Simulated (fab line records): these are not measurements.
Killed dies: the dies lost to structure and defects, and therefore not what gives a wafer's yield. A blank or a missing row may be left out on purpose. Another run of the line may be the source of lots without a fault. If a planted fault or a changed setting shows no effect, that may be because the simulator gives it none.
Comparing a struck lot with a sound one :: flow sky130 :: 35 out of 708 route steps
Sound: these wafers, L926.1, L926.5, L926.6. The struck wafers were L912.2, L912.4, L912.6. The cause comes at the end.
Per side, at each step with rows, come the tool, then ch with its chambers, and then its first start. Under that, the readings that differ: sound wafers :: struck wafers :: difference of the means :: sigmas: that difference in standard deviations of wafers without a fault.
alike: a reading whose means differ by less than 2 such deviations, as well as words and numbers matching on both sides. not compared: withheld readings; readings where some wafer has no value; bounds like >300 that might hide an equal value; numbers whose values overlap and for which the record gives no deviation.
A row with sigmas, a row that says differs or no value, or rows on one side alone: a step with any of these is where the two part. Non-overlapping numbers with no deviation appear without sigmas and do not part them. A reading that every wafer of one side lacks parts them only if that side has two wafers or more.

first, 10 steps without rows for these wafers: SKY_METAL1_SOFTBAKE_11 (time 90 s); SKY_METAL1_EXPOSE_12 (exposes mask MM1, target cd 140 nm); SKY_METAL1_PEB_13; SKY_METAL1_DEVELOP_14 (develop time 60 s); SKY_METAL1_DESCUM_17 (chemistry O2, time 8 s); SKY_METAL1_ETCH_18 (etches BARC in N2/H2, stops on SiO2, time 45.9 s, target depth 60 nm); SKY_METAL1_METAL_ETCH_19 (etches the open film in Cl2/BCl3, stops on SiO2, target depth 360 nm, time 78 s); SKY_METAL1_STRIP_20 (strips in O2/N2); SKY_METAL1_STRIP_21 (strips in post etch residue remover, time 1200 s); SKY_METAL1_CLEAN_22 (cleans in IPA, time 180 s).
SKY_METAL1_CLEAN_23: cleans in O3/DIW.
  sound on wet bench-03 ch 2, day 39 09:05; struck on wet bench-02 ch 2, day 35 03:23
then, 23 steps without rows for these wafers: SKY_VIA1_HDPCVD_00 (deposits SiO2, target thk 1030 nm, time 171.7 s); SKY_VIA1_CMP_02 (polishes SiO2); SKY_VIA1_DEHYDRATE_04 (time 60 s); SKY_VIA1_HMDS_05 (prime time 60 s); SKY_VIA1_COAT_06 (resist thk 60 nm); SKY_VIA1_COAT_07 (resist thk 450 nm); SKY_VIA1_SOFTBAKE_08 (time 90 s); SKY_VIA1_EXPOSE_09 (exposes mask VIM, target cd 150 nm); SKY_VIA1_PEB_10; SKY_VIA1_DEVELOP_11 (develop time 60 s); SKY_VIA1_ETCH_14 (etches BARC in N2/H2, stops on SiO2, time 45.9 s, target depth 60 nm); SKY_VIA1_ETCH_15 (etches SiO2 in C4F8/O2/Ar, stops on TiN, target depth 351 nm, time 54 s); SKY_VIA1_STRIP_16 (strips in O2/N2); SKY_VIA1_STRIP_17 (strips in post etch residue remover, time 1200 s); SKY_VIA1_CLEAN_18 (cleans in IPA, time 180 s); SKY_VIA1_CLEAN_19 (cleans in O3/DIW); SKY_VIA1_SPUTTER_20 (material TiN, target thk 20 nm, time 80 s); SKY_VIA1_CVD_21 (deposits W, target thk 270 nm, time 80.902 s); SKY_VIA1_CMP_24 (polishes, stops on SiO2, t overpolish 15 s, target thk 0 nm); SKY_METAL2_SPUTTER_00 (material Ti, target thk 15 nm, time 10 s); SKY_METAL2_SPUTTER_01 (material TiN, target thk 20 nm, time 16.7 s); SKY_METAL2_SPUTTER_02 (material AlCu, target thk 250 nm, time 13.3 s); SKY_METAL2_SPUTTER_03 (material Ti, target thk 5 nm, time 3.3 s).
-- the record jumps here: 12 days lie between the struck wafers' starts before and after (it left off in module METAL2 and takes up again in module PAD_OPEN, whose first step shown is number 708 of the route) --
SKY_PAD_OPEN_PROBE_99:
  struck on prober-02, day 47 14:07; sound on prober-02, day 50 13:22
reading: killed_at_M0_to_M3
sound: 45 49 46
struck: 63 68 80
difference: +24
sigmas: +4

reading: killed at front end
sound: 9 23 24
struck: 14 8 6
difference: -9
sigmas: -2

reading: killed at other
sound: 0 1 1
struck: 4 2 0
difference: +1
sigmas: +2

reading: sort_bin_3_pad_short (%)
sound: 0.6 0.6 0.8
struck: 2.2 1.8 2.0
difference: +1.3
sigmas: +4

reading: sort_bin_5_function (%)
sound: 10.6 10.6 9.8
struck: 12.0 14.0 14.2
difference: +3.1
sigmas: +2

reading: model.etest.tester.sort_bin_5_pct (%)
sound: 10.57 10.57 9.756
struck: 11.99 14.02 14.23
difference: +3.11
sigmas: 

reading: model.etest.tester.sort_bin_3_pct (%)
sound: 0.6098 0.6098 0.813
struck: 2.236 1.829 2.033
difference: +1.355
sigmas: 
  alike: defect limited yield, killed_at_M4_up, killed at contacts, killed dies, killed open, killed short, sort_bin_6_memory, sort n pass, sort yield pct
  not compared: model.etest.tester.sort n pass, model.etest.tester.sort yield pct

## WHERE THEY PART
At SKY_PAD_OPEN_PROBE_99 and nowhere else, as far as this record goes.

WHY: what had been put in by the simulator
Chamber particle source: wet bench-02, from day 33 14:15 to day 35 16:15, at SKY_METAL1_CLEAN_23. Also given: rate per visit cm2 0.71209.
